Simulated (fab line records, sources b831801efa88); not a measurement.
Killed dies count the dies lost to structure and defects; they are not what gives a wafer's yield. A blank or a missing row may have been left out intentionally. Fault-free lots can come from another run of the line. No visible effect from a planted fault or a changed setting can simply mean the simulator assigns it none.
8D (eight disciplines) problem report, filled in by code :: flow sky130 :: the parts of the form that need people (team, actions taken, sign-off) are left out

## 1. WHAT IS WRONG
At SKY_VT_ADJUST_HVTP_STRIP_10, chamber_pressure_mTorr averages 1200.3 mTorr over 9 wafers from 3 lots, while fault-free wafers read 1499.9 mTorr, standard deviation 1.3. So: -99 or more standard deviations from the usual mean.
The step: strips in O2/N2.
The first sign was on wafer L414.1 at day 8 23:14, on plasma_asher-02. The record holds 39 wafers of 13 lots with a number at this step. The rule behind "out" and "out of limits": a value lying over 4 standard deviations away from the usual mean. The rest of the wafers with a number are treated as sound.

## 2. WHAT IT IS; WHAT IT IS NOT
question: which readings at this step
is: chamber_pressure_mTorr, oes_product_au, strip_time_to_endpoint_s
is not: drypump_motor_current_A

question: which lots
is: L414, L415, L416
is not: L404, L405, L406, L407, L408, L419, L421, L422, L425, L426

question: which wafers of those lots
is: all that have a number
is not: -

question: read on which tools
is: plasma_asher-02
is not: plasma_asher-01, plasma_asher-03

question: when
is: from day 8 23:14
is not: up to then (15 sound wafers); but 15 sound wafers of L419, L421, L422, L425, L426 came after

## 3. SUSPECTS, AND WHAT RULES EACH OUT
Counting: a tool at a process step up to the reading stays a suspect if it ran every lot that is out and no sound lot after the first of them.
- plasma_asher-02 at SKY_VT_ADJUST_HVTP_STRIP_10 (strips in O2/N2): ruled out as a lasting fault. The sound lots L425, L426 went through it after L414, its earliest lot that is out (day 8 23:14).
Left after counting: nothing in the record.

## 4. THE CAUSE (what the simulator had put in)
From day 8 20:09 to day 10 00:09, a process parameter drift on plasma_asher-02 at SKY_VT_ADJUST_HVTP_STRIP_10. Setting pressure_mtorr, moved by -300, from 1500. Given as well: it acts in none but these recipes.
Counting ruled it out, wrongly.

## 5. THE EFFECT CHAIN, in route order
Each row: a reading whose mean over the struck wafers that have a number lies more than 3 standard deviations from the usual. Only readings for which the record gives a usual standard deviation are gone through. hours: the time from each lot's start at the first step in this table that gives one to its start at this step, as a median over the lots. sigmas: the change in usual standard deviations.
hours: 0
step: SKY_VT_ADJUST_HVTP_STRIP_10
reading: chamber_pressure_mTorr
usual: 1499.9 mTorr
on struck wafers: 1200.3
change: -299.6
sigmas: -99 or more

hours: 0
step: SKY_VT_ADJUST_HVTP_STRIP_10
reading: oes_product_au
usual: 0.715 a.u.
on struck wafers: 0.679
change: -0.036
sigmas: -8.9

hours: 0
step: SKY_VT_ADJUST_HVTP_STRIP_10
reading: strip_time_to_endpoint_s
usual: 14.18 s
on struck wafers: 15.36
change: +1.18
sigmas: +30
The process steps in it:
- SKY_VT_ADJUST_HVTP_STRIP_10: strips in O2/N2.
Later steps that measure or inspect, where all struck wafers having a row at the step show a number for every such reading and not one has moved that far: SKY_VT_ADJUST_LVTN_OVL_MEAS_07, SKY_VT_ADJUST_LVTN_TW_MEAS_21.

## 6. HOW IT WOULD HAVE BEEN CAUGHT EARLIER
In this record no reading fell out of limits until day 8 23:14, 3 hours after the fault had begun at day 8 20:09.
